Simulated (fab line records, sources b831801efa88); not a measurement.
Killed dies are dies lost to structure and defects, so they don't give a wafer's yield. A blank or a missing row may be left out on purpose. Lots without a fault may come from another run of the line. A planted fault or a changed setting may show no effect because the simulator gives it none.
One fault seen from 2 desks | flow gf180mcu | each desk has only its own numbers; what lay behind them comes last

THE TOOL OWNER'S DESK: plasma_asher-02
The tool's own readings at GF_VT_IMPLANT_STRIP_31 (strips in O2/N2): means of the sampled wafers that have a number, for each lot that ran on this tool. A lot is out of limits, marked OUT, if its mean lies more than 4 standard deviations from the usual mean; the brackets give that distance.
Columns: A = chamber_pressure_mTorr at GF_VT_IMPLANT_STRIP_31, usual 1500.0 mTorr; B = drypump_motor_current_A at GF_VT_IMPLANT_STRIP_31, usual 5.7 A; C = heater_power_w at GF_VT_IMPLANT_STRIP_31, usual 337 W; D = oes_product_au at GF_VT_IMPLANT_STRIP_31, usual 0.716 a.u.; E = strip_time_to_endpoint_s at GF_VT_IMPLANT_STRIP_31, usual 12.62 s
lot  | first seen here | A                        | B   | C   | D                | E
L932 | day 6 18:25     | 1500.2                   | 5.5 | 366 | 0.718            | 12.62
L933 | day 7 00:53     | 1500.2                   | 5.2 | 367 | 0.719            | 12.67
L934 | day 7 05:31     | 1498.5                   | 5.7 | 362 | 0.716            | 12.60
L938 | day 8 09:50     | 1499.8                   | 5.7 | 361 | 0.715            | 12.63
L941 | day 9 20:46     | 1499.8                   | 5.5 | 357 | 0.719            | 12.60
L942 | day 9 21:23     | 1500.5                   | 5.8 | 356 | 0.717            | 12.62
L944 | day 10 09:10    | 1499.1                   | 5.5 | 358 | 0.713            | 12.63
L947 | day 10 20:16    | 1200.2 (-99 or more) OUT | 5.7 | 358 | 0.676 (-8.9) OUT | 13.58 (+29) OUT
L948 | day 11 06:46    | 1199.0 (-99 or more) OUT | 5.7 | 357 | 0.681 (-7.9) OUT | 13.54 (+28) OUT
This desk's finding: out of limits on L947, L948; first on L947, day 10 20:16 (chamber_pressure_mTorr at GF_VT_IMPLANT_STRIP_31). In limits: L932, L933, L934, L938, L941, L942, L944.

THE METROLOGY DESK
What the gauges read, lot by lot, whatever tool the lot ran on: means of the sampled wafers that have a number. A lot is out of limits, marked OUT, if its mean lies more than 4 standard deviations from the usual mean; the brackets give that distance.
Columns: A = POLY_GATE_OVL at GF_POLY_GATE_OVL_MEAS_11, usual -2 nm; B = HV_LDD_CVD_56_THK at GF_HV_LDD_THK_MEAS_57, usual 89.8 nm
lot  | first seen here | A  | B
L932 | day 9 01:29     | -4 | 90.6
L933 | day 9 09:08     | -7 | 90.0
L934 | day 9 12:39     | -4 | 89.4
L935 | day 9 22:22     | 0  | 89.8
L936 | day 10 07:49    | -5 | 90.0
L937 | day 10 13:00    | 3  | 89.8
L938 | day 10 22:15    | 6  | 88.5
L939 | day 11 06:57    | 12 | 90.2
L941 | day 12 08:17    | -9 | 91.9
L942 | day 12 10:28    | 0  | 88.3
L944 | day 12 23:54    | -1 | 90.8
L947 | day 13 12:58    | -2 | 89.0
L948 | day 13 23:49    | -4 | 89.6
This desk's finding: nothing out of limits on any of the 13 lots.

PUT TOGETHER
The tool owner's desk could have raised an alarm at day 10 20:16, on L947, L948.
The metrology desk saw nothing out of limits.
The metrology desk has L947, L948 on record, within its limits.
Of the lots named, all ran GF_VT_IMPLANT_STRIP_31 on plasma_asher-02.

WHAT THE SIMULATOR HAD PUT IN
Process parameter drift: plasma_asher-02, from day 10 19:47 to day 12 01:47, at GF_VT_IMPLANT_STRIP_31. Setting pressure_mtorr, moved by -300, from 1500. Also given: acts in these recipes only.
Lots struck among those shown: L947, L948.
Hours from the fault's start to each desk's first reading out of limits: the tool owner's desk, 0.
